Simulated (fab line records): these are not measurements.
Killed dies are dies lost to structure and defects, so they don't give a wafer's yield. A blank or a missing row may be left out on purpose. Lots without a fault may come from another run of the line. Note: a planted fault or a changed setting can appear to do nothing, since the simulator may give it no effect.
Tool commonality check    flow gf180mcu    12 lots and 36 wafers in the sample

## WHY THIS WAS OPENED
At GF_STI_THK_MEAS_04 the reading STI_CVD_03_THK is flagged on 2 of 12 lots. Wafers without a fault read 207.2 nm, standard deviation 2.
Rule: a lot gets a flag if all its wafers with a number sit over 4 standard deviations from that mean, or if no wafer of it has a number. The other lots count as sound.

lot   measured     on             STI_CVD_03_THK (nm), wafer by wafer  flag
L589  day 1 13:40  film-metro-01  204.7 203.8 204.4                    
L590  day 1 19:24  film-metro-01  207.9 208.5 207.0                    
L591  day 2 00:53  film-metro-03  203.9 202.9 202.4                    
L592  day 2 06:10  film-metro-03  209.7 209.0 210.1                    
L598  day 3 10:34  film-metro-02  208.4 209.3 207.3                    
L600  day 3 21:35  film-metro-02  176.7 178.7 179.7                    FLAGGED
L601  day 4 01:59  film-metro-01  181.9 181.0 182.4                    FLAGGED
L602  day 4 06:34  film-metro-03  204.5 204.3 204.5                    
L603  day 4 12:08  film-metro-02  206.3 205.3 204.3                    
L604  day 4 16:34  film-metro-02  206.8 209.2 207.5                    
L606  day 5 02:43  film-metro-03  208.0 206.1 206.1                    
L609  day 5 17:34  film-metro-01  205.9 207.0 207.9                    
On average the flagged lots' numbers are 180.1 nm, which is -27.1 nm against the usual, or -14 standard deviations.

## TOOL THAT RAN EACH LOT
The record holds 1 process step before the reading, out of a route of 602 steps. Cell contents, in order: the tool; ch with the chambers the sampled wafers went through; the start.
lot   flag     GF_STI_CVD_03
L589           lpcvd-02 ch 1, day 1 11:39
L590           lpcvd-01 ch 1, day 1 17:23
L591           lpcvd-02 ch 1, day 1 22:54
L592           lpcvd-01 ch 0, day 2 04:10
L598           lpcvd-01 ch 0, day 3 08:34
L600  FLAGGED  lpcvd-01 ch 1, day 3 18:35
L601  FLAGGED  lpcvd-01 ch 1, day 3 23:59
L602           lpcvd-02 ch 0, day 4 04:34
L603           lpcvd-02 ch 1, day 4 10:09
L604           lpcvd-02 ch 0, day 4 14:34
L606           lpcvd-02 ch 0, day 5 00:43
L609           lpcvd-02 ch 1, day 5 15:34
These steps, and what they do:
- GF_STI_CVD_03: deposits Si3N4 from DCS/NH3, target thk 207.16 nm, time 3551 s.
- GF_STI_THK_MEAS_04

## FLAGGED AGAINST TOTAL, ONE TOOL AT A TIME (gauges that did the reading follow at the end)
step                tool           lots run  flagged  share of the flagged lots  sound lots run after its first flagged lot
GF_STI_CVD_03       lpcvd-01       5         2        all                        0
GF_STI_CVD_03       lpcvd-02       7         0        none                       -
GF_STI_THK_MEAS_04  film-metro-01  4         1        some                       1 (L609)
GF_STI_THK_MEAS_04  film-metro-02  4         1        some                       2 (L603,L604)
GF_STI_THK_MEAS_04  film-metro-03  4         0        none                       -

## THE TABLE: WHAT IT ALLOWS
1 row of the table ran every flagged lot: lpcvd-01 at GF_STI_CVD_03.
- lpcvd-01 at GF_STI_CVD_03 ran 5 lots, 2 of them flagged. Last sound lot L598 at day 3 08:34, first flagged lot L600 at day 3 18:35; a fault beginning in between fits. Its own readings lie more than 4 standard deviations out on every wafer of the flagged lots: spike-tc-lower-C, susceptor-temp-C.
lpcvd-01 at GF_STI_CVD_03 is the single tool remaining.

## WHAT HAD BEEN PUT IN BY THE SIMULATOR
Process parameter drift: lpcvd-01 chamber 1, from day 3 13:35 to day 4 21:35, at GF_STI_CVD_03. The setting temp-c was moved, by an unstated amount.
Lots struck among those shown: L600, L601. The same result came from the rule above.
